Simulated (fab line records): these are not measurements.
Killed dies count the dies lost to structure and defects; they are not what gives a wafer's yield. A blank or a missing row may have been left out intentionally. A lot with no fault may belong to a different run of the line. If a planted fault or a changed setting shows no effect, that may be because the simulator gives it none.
Code-filled problem report in 8D (eight disciplines) form | flow gf180mcu | the parts of the form that need people (team, actions taken, sign-off) are left out

1. THE PROBLEM
spin_speed_rpm at GF_SAB_COAT_04 reads a mean of 3297.7 rpm on 6 wafers of 2 lots; wafers without a fault read 2999.9 rpm with a standard deviation of 2. That is +99 or more standard deviations from the usual mean.
The step: resist thk 1000 nm.
First observed at day 21 14:08: wafer L596.3, on litho_track-03. At this step, 39 wafers from 13 lots have a number in the record. Rule for "out" (also "out of limits"): further than 4 standard deviations from the usual mean. The rest of the wafers with a number are treated as sound.

2. WHAT IT IS; WHAT IT IS NOT
question                    | is                     | is not
which readings at this step | spin_speed_rpm         | chill_plate_temp_C
which lots                  | L596, L597             | L578, L579, L582, L583, L584, L587, L589, L590, L591, L595, L601
which wafers of those lots  | all that have a number | -
read on which tools         | litho_track-03         | litho_track-01, litho_track-02
when                        | from day 21 14:08      | up to then (30 sound wafers); but 3 sound wafers of L601 came after

3. SUSPECTS, AND WHAT RULES EACH OUT
Counting: any tool at a process step up to the reading is kept as a suspect provided that every lot that is out went through it and no sound lot did after the first of them.
- litho_track-03 at GF_SAB_COAT_04 (resist thk 1000 nm): kept. It processed each lot that is out, first L596 at day 21 14:08, and no sound lot thereafter; up to then, the last sound lot it processed was L591 at day 19 16:58. On those wafers its own readings are out: spin_speed_rpm.
Remaining after the count: litho_track-03 at GF_SAB_COAT_04.

4. THE CAUSE (what the simulator had put in)
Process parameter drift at GF_SAB_COAT_04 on litho_track-03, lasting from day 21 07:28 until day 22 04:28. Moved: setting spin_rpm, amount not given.
After counting, this tool was the only one left.

5. THE EFFECT CHAIN, in route order
Rows list readings where the struck wafers' mean (over those with a number) sits beyond 3 standard deviations from the usual. Readings are gone through only where the record gives a usual standard deviation; hours: the median, over the lots, of the time from a lot's start at the first step in this table giving one to that lot's start at this step; sigmas: the change measured in usual standard deviations.
hours | step            | reading                  | usual      | on struck wafers | change | sigmas
0     | GF_SAB_COAT_04  | spin_speed_rpm           | 2999.9 rpm | 3297.7           | +297.8 | +99 or more
13    | GF_SAB_STRIP_13 | strip_time_to_endpoint_s | 12.60 s    | 12.07            | -0.53  | -14
Its process steps:
- GF_SAB_COAT_04: resist thk 1000 nm.
- GF_SAB_STRIP_13: strips in O2/N2.

6. WHAT WOULD HAVE CAUGHT IT SOONER
In this record the first reading out of limits was taken at day 21 14:08, 7 hours after the fault began at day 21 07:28.
